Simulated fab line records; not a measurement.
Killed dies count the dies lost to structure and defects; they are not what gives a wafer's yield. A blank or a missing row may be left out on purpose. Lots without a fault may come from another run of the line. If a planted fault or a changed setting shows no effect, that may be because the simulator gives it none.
Code-filled problem report in 8D (eight disciplines) form ; flow sfq_line ; the parts of the form that need people (team, actions taken, sign-off) are left out

## 1. PROBLEM STATEMENT
head_pressure_psi at SFQ_TRILAYER_I7_CMP_CMP_184 reads a mean of 3.105 psi on 2 wafers of 2 lots; wafers without a fault read 3.000 psi with a standard deviation of 0.0069. That puts it +15 standard deviations away from the usual mean.
The step: polishes SiO2.
Earliest sighting: wafer L953.6 on cmp-01 at day 64 11:36. At this step, 41 wafers from 14 lots have a number in the record. The rule behind "out" and "out of limits": a value lying over 4 standard deviations away from the usual mean. All remaining wafers that have a number are taken as sound.

## 2. WHAT IT IS AND WHAT IT IS NOT
question;is;is not
which readings at this step;head_pressure_psi;motor_current_A
which lots;L953, L954;L952, L955, L957, L965, L966, L968, L969, L970, L971, L972, L973, L975
which wafers of those lots;L953.6, L954.1;L953.4, L954.2, L954.3
read on which tools;cmp-01;cmp-02
when;from day 64 11:36;"up to then (4 sound wafers); but 35 sound wafers of L954, L955, L957, L965, L966, L968, L969, L970, L971, L972, L973, L975 came after"

## 3. WHAT RULES OUT EACH SUSPECT
Counting: a tool at a process step up to the reading stays a suspect if it ran every lot that is out. Sound lots after the first of them don't rule it out here, since some wafers of a struck lot are sound.
- cmp-01 at SFQ_TRILAYER_I7_CMP_CMP_184 (polishes SiO2): kept. It processed each lot that is out (first: L953, day 64 10:36); up to then, its last sound lot is L952 (day 63 23:36). Its own head_pressure_psi readings are out on those wafers.
- In cmp-01 at SFQ_TRILAYER_I7_CMP_CMP_184, the wafers that are out were processed in chamber 0 and their sound lot-mates in chambers 2, 3.
Left after counting: cmp-01 at SFQ_TRILAYER_I7_CMP_CMP_184.

## 4. THE CAUSE (what the simulator had put in)
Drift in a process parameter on cmp-01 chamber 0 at SFQ_TRILAYER_I7_CMP_CMP_184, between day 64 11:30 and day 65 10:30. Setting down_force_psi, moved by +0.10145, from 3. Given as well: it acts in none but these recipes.
This tool alone remained once counting was done.

## 5. THE CHAIN OF EFFECTS, in route order
Rows list readings where the struck wafers' mean (over those with a number) sits beyond 3 standard deviations from the usual. Only readings whose record carries a usual standard deviation are examined. hours: median over the lots of the time between each lot's start at the first step of this table that gives one and its start at this step. sigmas: the change, counted in usual standard deviations.
hours;step;reading;usual;on struck wafers;change;sigmas
0;SFQ_TRILAYER_I7_CMP_CMP_184;head_pressure_psi;3.000 psi;3.105;+0.105;+15
The process steps in it:
- SFQ_TRILAYER_I7_CMP_CMP_184: polishes SiO2.

## 6. HOW IT WOULD HAVE BEEN CAUGHT EARLIER
In this record the first reading out of limits was taken at day 64 11:36, 0 hours after the fault began at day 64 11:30.
